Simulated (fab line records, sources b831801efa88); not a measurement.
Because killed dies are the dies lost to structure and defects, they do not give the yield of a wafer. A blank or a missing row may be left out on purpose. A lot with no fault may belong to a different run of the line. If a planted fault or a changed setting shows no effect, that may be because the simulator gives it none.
fab line records	flow gf180mcu
record: lots: 24	wafers: 72	lastDay: 34
route steps=602 shown V2@398 M3@414 V3@432 M5@533 PASSIVATION@590
lots that met no fault: taken from a fault-free run of the same line
startH: the number of hours between the record's first day and the start of the first shown wafer of the lot	waitH: hours elapsed since this lot's preceding step	" same as the row above	L1.1+2: a row that stands for several wafers	- no value present, or no start provided	* or withheld: withheld	< > ~ a bound
route shown NAME@n: names a module that has steps shown in the file, with the first one's number in the route	usual: average and standard deviation across the fault-free wafers	same: alike in all rows	chamber/n: place in a boat	sites: per-site readings	_std_site: their standard deviation	_edge_site: mean of outer sites minus mean of inner sites	radiusMm: how far each site lies from the wafer's centre	mask NAME#n: copy n	behind: the most recent tool/chamber to have shaped the wafer	hold: why the lot went on hold/how many hours it stayed there/how the hold came to an end	device: which transistor (n, p or np) failed to switch	end of line: the same wafers' tests at the end of the route	a step given without rows: its recipe and nothing more	killed: dies lost to structure and defects at the first sort, not the wafer's yield	map: the dies of a wafer, with x for killed, . for not killed, _ for no die there
set.NAME: the setting that was run; set.NAME@STEP: the one run at that earlier step	model.NAME: the simulator's own value behind a step, which no gauge read
one table for each step of the route and one row for each wafer, over a sample of lots
services: a tool's chamber out of use, with start hour (startH, from the record's first day; less than 0 if before it), hours out, and reason
== steps ==
step: GF_V2_ETCH_16
recipe: chemistry: N2/H2	targetDepthA: withheld	overetchA: withheld	timeS: withheld	target: BARC	ionEnergyEv: 200	sourceW: 500	biasW: 100	pressureMtorr: 30	n2FlowSccm: 100	h2FlowSccm: 200
usual: drypumpMotorCurrentA: 5.9/0.42	oesProductAu: 0.855/0.0053	throttleValvePct: 13.225/0.0096
lot.wafer	tool	chamber	startH	waitH	drypumpMotorCurrentA	oesProductAu	throttleValvePct
L074.3	rieDiel-04	1	466.33	0.0	5.6	0.850	13.218
L074.5	"	0	"	"	5.9	0.850	13.217
L074.6	"	1	"	"	5.6	0.849	13.231
L075.2	rieDiel-01	1	474.31	0.0	6.5	0.846	13.232
L075.5	"	3	"	"	6.3	0.856	13.230
L075.6	"	1	"	"	6.5	0.852	13.223
L076.2	rieDiel-01	2	476.88	0.0	5.8	0.846	13.216
L076.3	"	3	"	"	6.3	0.866	13.221
L076.6	"	1	"	"	6.5	0.853	13.234
L077.1	rieDiel-01	2	487.73	0.0	5.8	0.855	13.218
L077.4	"	1	"	"	6.5	0.855	13.231
L077.5	"	1	"	"	6.5	0.844	13.230
L078.2	rieDiel-03	3	490.93	0.0	6.2	0.850	13.237
L078.3	"	1	"	"	5.4	0.861	13.221
L078.4	"	2	"	"	5.8	0.851	13.215
L080.1	rieDiel-04	2	523.03	0.0	6.3	0.858	13.220
L080.3	"	1	"	"	5.6	0.866	13.234
L080.4	"	0	"	"	5.9	0.857	13.214
L079.1	rieDiel-03	3	525.53	0.0	6.2	0.857	13.239
L079.2	"	0	"	"	6.3	0.863	13.213
L079.5	"	2	"	"	5.8	0.858	13.202
L081.1	rieDiel-04	1	528.46	0.0	5.6	0.854	13.219
L081.2	"	2	"	"	6.3	0.850	13.206
L081.3	"	0	"	"	5.8	0.856	13.244
L082.1	rieDiel-04	0	533.53	0.0	5.8	0.848	13.201
L082.4	"	3	"	"	5.7	0.852	13.239
L082.6	"	0	"	"	5.9	0.842	13.231
L083.3	rieDiel-04	0	550.93	0.0	5.8	0.848	13.220
L083.4	"	1	"	"	5.6	0.859	13.226
L083.6	"	2	"	"	6.3	0.849	13.219
L085.1	rieDiel-01	2	557.03	0.0	5.8	0.857	13.239
L085.3	"	3	"	"	6.3	0.853	13.201
L085.4	"	1	"	"	6.5	0.864	13.215
L084.1	rieDiel-01	1	558.58	0.0	6.5	0.853	13.213
L084.3	"	0	"	"	5.1	0.852	13.230
L084.5	"	1	"	"	6.5	0.853	13.227
L086.1	rieDiel-03	0	562.96	0.0	6.3	0.853	13.223
L086.4	"	3	"	"	6.2	0.858	13.212
L086.5	"	1	"	"	5.4	0.852	13.225
L087.1	rieDiel-01	3	566.46	0.0	6.3	0.856	13.227
L087.3	"	1	"	"	6.5	0.853	13.224
L087.4	"	2	"	"	5.8	0.853	13.222
L088.3	rieDiel-01	3	584.58	0.0	6.3	0.860	13.220
L088.4	"	0	"	"	5.1	0.860	13.217
L088.6	"	2	"	"	5.8	0.857	13.224
L090.1	rieDiel-01	1	600.26	0.0	6.5	0.857	13.216
L090.4	"	2	"	"	5.8	0.864	13.235
L090.6	"	1	"	"	6.5	0.857	13.215
L089.1	rieDiel-03	2	601.18	0.0	5.8	0.853	13.208
L089.3	"	1	"	"	5.5	0.853	13.237
L089.5	"	3	"	"	6.2	0.856	13.221
L091.3	rieDiel-04	1	617.13	0.0	5.6	0.854	13.222
L091.4	"	2	"	"	6.3	0.852	13.226
L091.6	"	0	"	"	5.8	0.860	13.218
L092.2	rieDiel-04	0	618.08	0.0	5.8	0.851	13.215
L092.3	"	3	"	"	5.7	0.859	13.219
L092.6	"	2	"	"	6.3	0.849	13.236
L093.1	rieDiel-01	2	618.66	0.0	5.8	0.859	13.235
L093.2	"	3	"	"	6.3	0.853	13.222
L093.5	"	1	"	"	6.5	0.845	13.227
L094.2	rieDiel-03	2	639.26	0.0	5.8	0.852	13.221
L094.3	"	1	"	"	5.4	0.846	13.217
L094.6	"	2	"	"	5.8	0.852	13.226
L096.1	rieDiel-01	1	643.26	0.0	6.5	0.850	13.234
L096.2	"	2	"	"	5.8	0.852	13.217
L096.6	"	3	"	"	6.3	0.852	13.243
L095.1	rieDiel-04	3	645.03	0.0	5.7	0.851	13.218
L095.3	"	2	"	"	6.3	0.862	13.222
L095.4	"	2	"	"	6.3	0.859	13.218
L097.1	rieDiel-04	3	650.76	0.0	5.7	0.865	13.227
L097.5	"	1	"	"	5.6	0.858	13.229
L097.6	"	3	"	"	5.7	0.846	13.232
step: GF_V2_THK_MEAS_25
recipe: thkMeasGauge: xrf	reads: W_of_V2_CVD_23
usual: V2_W_THK: 356/4.2
lot.wafer	tool	chamber	startH	waitH	V2_W_THK[nm]
L074.3	filmMetro-02	-	467.36	0.1	353
L074.5	"	-	"	"	355
L074.6	"	-	"	"	360
L075.2	filmMetro-01	-	475.35	0.1	353
L075.5	"	-	"	"	353
L075.6	"	-	"	"	363
L076.2	filmMetro-02	-	477.89	0.1	354
L076.3	"	-	"	"	353
L076.6	"	-	"	"	357
L077.1	filmMetro-01	-	488.73	0.1	362
L077.4	"	-	"	"	369
L077.5	"	-	"	"	363
L078.2	filmMetro-02	-	491.93	0.1	353
L078.3	"	-	"	"	358
L078.4	"	-	"	"	357
L080.1	filmMetro-01	-	524.02	0.1	360
L080.3	"	-	"	"	361
L080.4	"	-	"	"	355
L079.1	filmMetro-01	-	526.56	0.1	361
L079.2	"	-	"	"	356
L079.5	"	-	"	"	358
L081.1	filmMetro-02	-	529.49	0.1	349
L081.2	"	-	"	"	357
L081.3	"	-	"	"	348
L082.1	filmMetro-01	-	534.55	0.1	354
L082.4	"	-	"	"	356
L082.6	"	-	"	"	358
L083.3	filmMetro-01	-	552.05	0.1	358
L083.4	"	-	"	"	357
L083.6	"	-	"	"	359
L085.1	filmMetro-01	-	558.16	0.1	362
L085.3	"	-	"	"	353
L085.4	"	-	"	"	359
L084.1	filmMetro-03	-	559.58	0.1	354
L084.3	"	-	"	"	351
L084.5	"	-	"	"	360
L086.1	filmMetro-01	-	563.95	0.1	357
L086.4	"	-	"	"	356
L086.5	"	-	"	"	362
L087.1	filmMetro-01	-	567.45	0.1	360
L087.3	"	-	"	"	355
L087.4	"	-	"	"	358
L088.3	filmMetro-01	-	585.64	0.1	354
L088.4	"	-	"	"	357
L088.6	"	-	"	"	359
L090.1	filmMetro-02	-	601.50	0.1	358
L090.4	"	-	"	"	356
L090.6	"	-	"	"	355
L089.1	filmMetro-03	-	602.22	0.1	353
L089.3	"	-	"	"	351
L089.5	"	-	"	"	350
L091.3	filmMetro-01	-	618.14	0.1	355
L091.4	"	-	"	"	353
L091.6	"	-	"	"	356
L092.2	filmMetro-02	-	619.13	0.1	354
L092.3	"	-	"	"	355
L092.6	"	-	"	"	353
L093.1	filmMetro-03	-	619.66	0.1	353
L093.2	"	-	"	"	352
L093.5	"	-	"	"	347
L094.2	filmMetro-02	-	640.26	0.1	359
L094.3	"	-	"	"	358
L094.6	"	-	"	"	359
L096.1	filmMetro-02	-	644.26	0.1	358
L096.2	"	-	"	"	360
L096.6	"	-	"	"	357
L095.1	filmMetro-03	-	646.09	0.1	352
L095.3	"	-	"	"	350
L095.4	"	-	"	"	351
L097.1	filmMetro-03	-	651.76	0.1	351
L097.5	"	-	"	"	348
L097.6	"	-	"	"	344
step: GF_M3_RS_MEAS_05
recipe: thkMeasGauge: four-point-probe	reads: TiN_of_M3_SPUTTER_04+Ti_of_M3_SPUTTER_03+AlCu_of_M3_SPUTTER_02+TiN_of_M3_SPUTTER_01+Ti_of_M3_SPUTTER_00
usual: M3_ALCU_RS: 0.0696/0.00073
lot.wafer	tool	chamber	startH	waitH	M3_ALCU_RS[ohm/sq]
L074.3	filmMetro-02	-	467.96	0.1	0.0696
L074.5	"	-	"	"	0.0706
L074.6	"	-	"	"	0.0693
L075.2	filmMetro-01	-	475.94	0.0	0.0702
L075.5	"	-	"	"	0.0703
L075.6	"	-	"	"	0.0700
L076.2	filmMetro-01	-	478.48	0.0	0.0693
L076.3	"	-	"	"	0.0704
L076.6	"	-	"	"	0.0688
L077.1	filmMetro-02	-	489.31	0.0	0.0705
L077.4	"	-	"	"	0.0694
L077.5	"	-	"	"	0.0698
L078.2	filmMetro-02	-	492.52	0.0	0.0683
L078.3	"	-	"	"	0.0690
L078.4	"	-	"	"	0.0698
L080.1	filmMetro-04	-	524.60	0.0	0.0690
L080.3	"	-	"	"	0.0692
L080.4	"	-	"	"	0.0700
L079.1	filmMetro-04	-	527.14	0.0	0.0703
L079.2	"	-	"	"	0.0696
L079.5	"	-	"	"	0.0692
L081.1	filmMetro-02	-	530.07	0.0	0.0696
L081.2	"	-	"	"	0.0692
L081.3	"	-	"	"	0.0693
L082.1	filmMetro-04	-	535.13	0.0	0.0716
L082.4	"	-	"	"	0.0690
L082.6	"	-	"	"	0.0695
L083.3	filmMetro-04	-	552.65	0.1	0.0695
L083.4	"	-	"	"	0.0701
L083.6	"	-	"	"	0.0692
L085.1	filmMetro-01	-	558.74	0.0	0.0680
L085.3	"	-	"	"	0.0679
L085.4	"	-	"	"	0.0684
L084.1	filmMetro-01	-	560.16	0.0	0.0694
L084.3	"	-	"	"	0.0694
L084.5	"	-	"	"	0.0688
L086.1	filmMetro-02	-	564.53	0.0	0.0690
L086.4	"	-	"	"	0.0694
L086.5	"	-	"	"	0.0689
L087.1	filmMetro-04	-	568.03	0.0	0.0701
L087.3	"	-	"	"	0.0697
L087.4	"	-	"	"	0.0696
L088.3	filmMetro-01	-	586.25	0.1	0.0698
L088.4	"	-	"	"	0.0714
L088.6	"	-	"	"	0.0699
L090.1	filmMetro-01	-	602.08	0.0	0.0702
L090.4	"	-	"	"	0.0695
L090.6	"	-	"	"	0.0704
L089.1	filmMetro-04	-	603.28	0.0	0.0689
L089.3	"	-	"	"	0.0688
L089.5	"	-	"	"	0.0695
L091.3	filmMetro-04	-	618.74	0.1	0.0701
L091.4	"	-	"	"	0.0686
L091.6	"	-	"	"	0.0690
L092.2	filmMetro-01	-	619.72	0.0	0.0694
L092.3	"	-	"	"	0.0695
L092.6	"	-	"	"	0.0693
L093.1	filmMetro-01	-	620.24	0.0	0.0694
L093.2	"	-	"	"	0.0696
L093.5	"	-	"	"	0.0695
L094.2	filmMetro-02	-	640.85	0.0	0.0682
L094.3	"	-	"	"	0.0687
L094.6	"	-	"	"	0.0683
L096.1	filmMetro-01	-	646.14	0.0	0.0695
L096.2	"	-	"	"	0.0696
L096.6	"	-	"	"	0.0695
L095.1	filmMetro-01	-	646.92	0.0	0.0709
L095.3	"	-	"	"	0.0722
L095.4	"	-	"	"	0.0717
L097.1	filmMetro-04	-	652.34	0.0	0.0699
L097.5	"	-	"	"	0.0696
L097.6	"	-	"	"	0.0693
step: GF_V3_THK_MEAS_03
recipe: reads: SiO2_of_V3_CVD_02
usual: V3_CVD_02_THK: 850/11
lot.wafer	tool	chamber	startH	waitH	V3_CVD_02_THK[nm]
L074.3	filmMetro-04	-	492.72	0.1	843
L074.5	"	-	"	"	856
L074.6	"	-	"	"	841
L075.2	filmMetro-03	-	500.99	0.0	825
L075.5	"	-	"	"	845
L075.6	"	-	"	"	834
L076.2	filmMetro-02	-	503.46	0.0	836
L076.3	"	-	"	"	833
L076.6	"	-	"	"	854
L077.1	filmMetro-03	-	513.35	0.0	830
L077.4	"	-	"	"	851
L077.5	"	-	"	"	852
L078.2	filmMetro-03	-	517.11	0.0	845
L078.3	"	-	"	"	849
L078.4	"	-	"	"	863
L080.1	filmMetro-04	-	548.43	0.0	854
L080.3	"	-	"	"	858
L080.4	"	-	"	"	861
L079.1	filmMetro-02	-	550.90	0.0	848
L079.2	"	-	"	"	844
L079.5	"	-	"	"	855
L081.1	filmMetro-03	-	553.69	0.0	846
L081.2	"	-	"	"	841
L081.3	"	-	"	"	840
L082.1	filmMetro-03	-	558.51	0.0	851
L082.4	"	-	"	"	870
L082.6	"	-	"	"	866
L083.3	filmMetro-04	-	575.89	0.1	831
L083.4	"	-	"	"	861
L083.6	"	-	"	"	861
L085.1	filmMetro-02	-	581.38	0.0	853
L085.3	"	-	"	"	849
L085.4	"	-	"	"	855
L084.1	filmMetro-04	-	582.93	0.0	844
L084.3	"	-	"	"	843
L084.5	"	-	"	"	853
L086.1	filmMetro-02	-	586.66	0.0	836
L086.4	"	-	"	"	856
L086.5	"	-	"	"	850
L087.1	filmMetro-03	-	590.57	0.0	841
L087.3	"	-	"	"	841
L087.4	"	-	"	"	845
L088.3	filmMetro-02	-	607.63	0.1	855
L088.4	"	-	"	"	859
L088.6	"	-	"	"	870
L090.1	filmMetro-03	-	622.74	0.0	855
L090.4	"	-	"	"	861
L090.6	"	-	"	"	855
L089.1	filmMetro-03	-	625.47	0.0	853
L089.3	"	-	"	"	846
L089.5	"	-	"	"	864
L091.3	filmMetro-04	-	639.57	0.1	834
L091.4	"	-	"	"	841
L091.6	"	-	"	"	851
L092.2	filmMetro-04	-	640.71	0.0	843
L092.3	"	-	"	"	838
L092.6	"	-	"	"	858
L093.1	filmMetro-03	-	641.21	0.1	849
L093.2	"	-	"	"	828
L093.5	"	-	"	"	850
L094.2	filmMetro-03	-	661.31	0.0	854
L094.3	"	-	"	"	840
L094.6	"	-	"	"	841
L096.1	filmMetro-04	-	666.48	0.0	833
L096.2	"	-	"	"	840
L096.6	"	-	"	"	863
L095.1	filmMetro-04	-	666.67	0.0	846
L095.3	"	-	"	"	845
L095.4	"	-	"	"	858
L097.1	filmMetro-03	-	672.49	0.0	846
L097.5	"	-	"	"	863
L097.6	"	-	"	"	854
step: GF_M5_CD_MEAS_07
recipe: targetCdNm: 280
usual: cdNm: 280.2/1.5
lot.wafer	tool	chamber	startH	waitH	cdNm
L074.3	cdSem-01	-	609.46	0.1	280.8
L074.5	"	-	"	"	280.5
L074.6	"	-	"	"	279.7
L075.2	cdSem-01	-	616.35	0.1	279.1
L075.5	"	-	"	"	278.7
L075.6	"	-	"	"	278.9
L076.2	cdSem-01	-	618.74	0.1	280.9
L076.3	"	-	"	"	279.9
L076.6	"	-	"	"	281.6
L077.1	cdSem-01	-	626.38	0.1	281.5
L077.4	"	-	"	"	280.8
L077.5	"	-	"	"	280.4
L078.2	cdSem-01	-	629.09	0.1	282.6
L078.3	"	-	"	"	282.3
L078.4	"	-	"	"	281.9
L080.1	cdSem-02	-	657.78	0.1	281.7
L080.3	"	-	"	"	281.9
L080.4	"	-	"	"	282.1
L079.1	cdSem-01	-	659.37	0.1	280.5
L079.2	"	-	"	"	280.5
L079.5	"	-	"	"	280.8
L081.1	cdSem-01	-	663.13	0.1	280.8
L081.2	"	-	"	"	282.2
L081.3	"	-	"	"	281.9
L082.1	cdSem-02	-	668.23	0.1	278.4
L082.4	"	-	"	"	277.2
L082.6	"	-	"	"	277.9
L083.3	cdSem-02	-	683.26	0.1	278.9
L083.4	"	-	"	"	278.4
L083.6	"	-	"	"	278.7
L085.1	cdSem-01	-	686.92	0.1	279.6
L085.3	"	-	"	"	278.5
L085.4	"	-	"	"	280.1
L084.1	cdSem-01	-	688.72	0.1	280.1
L084.3	"	-	"	"	279.4
L084.5	"	-	"	"	280.4
L086.1	cdSem-01	-	692.03	0.1	280.7
L086.4	"	-	"	"	280.3
L086.5	"	-	"	"	280.7
L087.1	cdSem-02	-	693.73	0.1	276.3
L087.3	"	-	"	"	275.5
L087.4	"	-	"	"	275.5
L088.3	cdSem-02	-	710.21	0.1	280.8
L088.4	"	-	"	"	280.2
L088.6	"	-	"	"	279.8
L090.1	cdSem-02	-	723.03	0.1	279.8
L090.4	"	-	"	"	279.7
L090.6	"	-	"	"	279.7
L089.1	cdSem-02	-	725.98	0.1	281.3
L089.3	"	-	"	"	280.9
L089.5	"	-	"	"	281.3
L091.3	cdSem-01	-	737.77	0.1	280.4
L091.4	"	-	"	"	280.2
L091.6	"	-	"	"	279.5
L092.2	cdSem-01	-	739.00	0.1	280.9
L092.3	"	-	"	"	279.1
L092.6	"	-	"	"	279.7
L093.1	cdSem-01	-	739.33	0.1	280.9
L093.2	"	-	"	"	279.7
L093.5	"	-	"	"	281.5
L094.2	cdSem-02	-	756.24	0.1	283.6
L094.3	"	-	"	"	282.0
L094.6	"	-	"	"	281.5
L096.1	cdSem-01	-	761.42	0.1	280.8
L096.2	"	-	"	"	281.1
L096.6	"	-	"	"	279.8
L095.1	cdSem-01	-	762.12	0.1	282.2
L095.3	"	-	"	"	280.9
L095.4	"	-	"	"	281.2
L097.1	cdSem-01	-	765.77	0.1	279.7
L097.5	"	-	"	"	278.9
L097.6	"	-	"	"	279.4
step: GF_PASSIVATION_THK_MEAS_03
recipe: reads: Si3N4_of_PASSIVATION_CVD_02
usual: PASSIVATION_CVD_02_THK: 698/8.7
lot.wafer	tool	chamber	startH	waitH	PASSIVATION_CVD_02_THK[nm]
L074.3	filmMetro-03	-	654.24	0.2	691
L074.5	"	-	"	"	702
L074.6	"	-	"	"	703
L075.2	filmMetro-02	-	660.42	0.2	693
L075.5	"	-	"	"	711
L075.6	"	-	"	"	696
L076.2	filmMetro-02	-	663.50	0.2	688
L076.3	"	-	"	"	695
L076.6	"	-	"	"	697
L077.1	filmMetro-02	-	670.30	0.1	685
L077.4	"	-	"	"	705
L077.5	"	-	"	"	696
L078.2	filmMetro-01	-	673.13	0.2	702
L078.3	"	-	"	"	699
L078.4	"	-	"	"	714
L080.1	filmMetro-02	-	700.38	0.1	704
L080.3	"	-	"	"	707
L080.4	"	-	"	"	707
L079.1	filmMetro-01	-	701.42	0.1	701
L079.2	"	-	"	"	696
L079.5	"	-	"	"	705
L081.1	filmMetro-02	-	705.33	0.1	693
L081.2	"	-	"	"	688
L081.3	"	-	"	"	690
L082.1	filmMetro-03	-	710.43	0.1	696
L082.4	"	-	"	"	705
L082.6	"	-	"	"	699
L083.3	filmMetro-03	-	724.38	0.2	673
L083.4	"	-	"	"	698
L083.6	"	-	"	"	694
L085.1	filmMetro-03	-	728.36	0.1	695
L085.3	"	-	"	"	685
L085.4	"	-	"	"	690
L084.1	filmMetro-03	-	729.36	0.1	688
L084.3	"	-	"	"	693
L084.5	"	-	"	"	701
L086.1	filmMetro-03	-	732.56	0.1	688
L086.4	"	-	"	"	712
L086.5	"	-	"	"	699
L087.1	filmMetro-01	-	732.83	0.1	684
L087.3	"	-	"	"	693
L087.4	"	-	"	"	689
L088.3	filmMetro-03	-	749.88	0.2	703
L088.4	"	-	"	"	692
L088.6	"	-	"	"	703
L090.1	filmMetro-01	-	760.88	0.1	684
L090.4	"	-	"	"	700
L090.6	"	-	"	"	707
L089.1	filmMetro-03	-	763.45	0.1	682
L089.3	"	-	"	"	697
L089.5	"	-	"	"	696
L091.3	filmMetro-01	-	775.04	0.2	690
L091.4	"	-	"	"	698
L091.6	"	-	"	"	700
L092.2	filmMetro-03	-	775.53	0.2	680
L092.3	"	-	"	"	692
L092.6	"	-	"	"	700
L093.1	filmMetro-02	-	776.55	0.1	702
L093.2	"	-	"	"	699
L093.5	"	-	"	"	713
L094.2	filmMetro-01	-	791.10	0.2	702
L094.3	"	-	"	"	705
L094.6	"	-	"	"	708
L096.1	filmMetro-01	-	797.46	0.1	697
L096.2	"	-	"	"	701
L096.6	"	-	"	"	710
L095.1	filmMetro-03	-	798.40	0.1	693
L095.3	"	-	"	"	676
L095.4	"	-	"	"	700
L097.1	filmMetro-02	-	801.22	0.1	697
L097.5	"	-	"	"	702
L097.6	"	-	"	"	701
== services ==
tool	chamber	startH	hours	kind
rieDiel-01	0	465.91	9.3	repair
rieDiel-04	2	481.08	-	clean
rieDiel-04	2	481.08	25.1	scheduledDown
rieDiel-04	2	481.08	25.1	ventCycle
rieDiel-03	-	481.60	0.2	repair
rieDiel-03	-	493.43	2.6	repair
rieDiel-04	1	503.46	6.6	repair
rieDiel-03	1	531.92	6.1	repair
rieDiel-03	2	551.25	23.6	repair
rieDiel-04	3	571.08	2.5	repair
rieDiel-04	-	574.67	2.8	pm
rieDiel-01	3	607.00	4.5	repair
rieDiel-01	0	611.50	-	clean
rieDiel-01	0	611.50	15.3	scheduledDown
rieDiel-01	0	611.50	15.3	ventCycle
rieDiel-04	0	626.39	109.5	repair
rieDiel-01	3	627.61	7.7	repair
rieDiel-01	-	630.70	0.3	repair
rieDiel-03	0	638.34	12.6	repair
== key ==
fault none
